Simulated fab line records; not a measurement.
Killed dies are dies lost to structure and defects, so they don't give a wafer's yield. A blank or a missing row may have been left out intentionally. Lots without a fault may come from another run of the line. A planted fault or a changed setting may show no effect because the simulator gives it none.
8D (eight disciplines) problem report, filled in by code    flow sfqLine    the parts of the form that need people (team, actions taken, sign-off) are left out

== 1. THE PROBLEM ==
runLengthS at SFQ_TRILAYER_I2_VIA_BARC_OPEN_VIA_ETCH_096 reads a mean of 97.2 s on 6 wafers of 2 lots; wafers without a fault read 70.1 s with a standard deviation of 0.36. Measured from the usual mean, that is +75 standard deviations.
The step: etches BARC in O2, target depth 125 nm, time 41.7 s.
The first sign was on wafer L889.2 at day 28 01:00, on rieDiel-04. The record holds 39 wafers of 13 lots with a number at this step. The rule behind "out" and "out of limits": a value lying over 4 standard deviations away from the usual mean. Any other wafer with a number is counted as sound.

== 2. WHAT IT IS AND WHAT IT IS NOT ==
question                     is                        is not
which readings at this step  runLengthS, oesProductAu  drypumpMotorCurrentA
which lots                   L889, L890                L874, L875, L876, L877, L878, L879, L880, L881, L894, L895, L897
which wafers of those lots   all that have a number    -
read on which tools          rieDiel-04                rieDiel-01, rieDiel-02
when                         from day 28 01:00         up to then (24 sound wafers); but 9 sound wafers of L894, L895, L897 came after

== 3. SUSPECTS, AND WHAT RULES EACH OUT ==
Counting: any tool at a process step up to the reading is kept as a suspect provided that every lot that is out went through it and no sound lot did after the first of them.
- rieDiel-04 at SFQ_TRILAYER_I2_VIA_BARC_OPEN_VIA_ETCH_096 (etches BARC in O2, target depth 125 nm, time 41.7 s): ruled out as a lasting fault. After its first lot that is out, L889 (day 28 01:00), sound lots L897 ran on it.
Left after counting: nothing in the record.

== 4. THE CAUSE (what the simulator had put in) ==
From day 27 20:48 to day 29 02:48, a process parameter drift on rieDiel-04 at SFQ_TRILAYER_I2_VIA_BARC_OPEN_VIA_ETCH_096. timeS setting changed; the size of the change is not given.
Counting ruled it out, wrongly.

== 5. SEQUENCE OF EFFECTS, ordered by route ==
Rows list readings where the struck wafers' mean (over those with a number) sits beyond 3 standard deviations from the usual. Only readings for which the record gives a usual standard deviation are gone through. hours: the time from each lot's start at the first step in this table that gives one to its start at this step, as a median over the lots. sigmas: the change in usual standard deviations.
hours  step                                        reading       usual       on struck wafers  change  sigmas
0      SFQ_TRILAYER_I2_VIA_BARC_OPEN_VIA_ETCH_096  oesProductAu  0.685 a.u.  0.563             -0.122  -26
0      SFQ_TRILAYER_I2_VIA_BARC_OPEN_VIA_ETCH_096  runLengthS    70.1 s      97.2              +27.1   +75
Process steps it contains:
- SFQ_TRILAYER_I2_VIA_BARC_OPEN_VIA_ETCH_096: etches BARC in O2, target depth 125 nm, time 41.7 s.

== 6. HOW IT WOULD HAVE BEEN CAUGHT EARLIER ==
In this record the first reading out of limits was taken at day 28 01:00, 4 hours after the fault began at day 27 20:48.
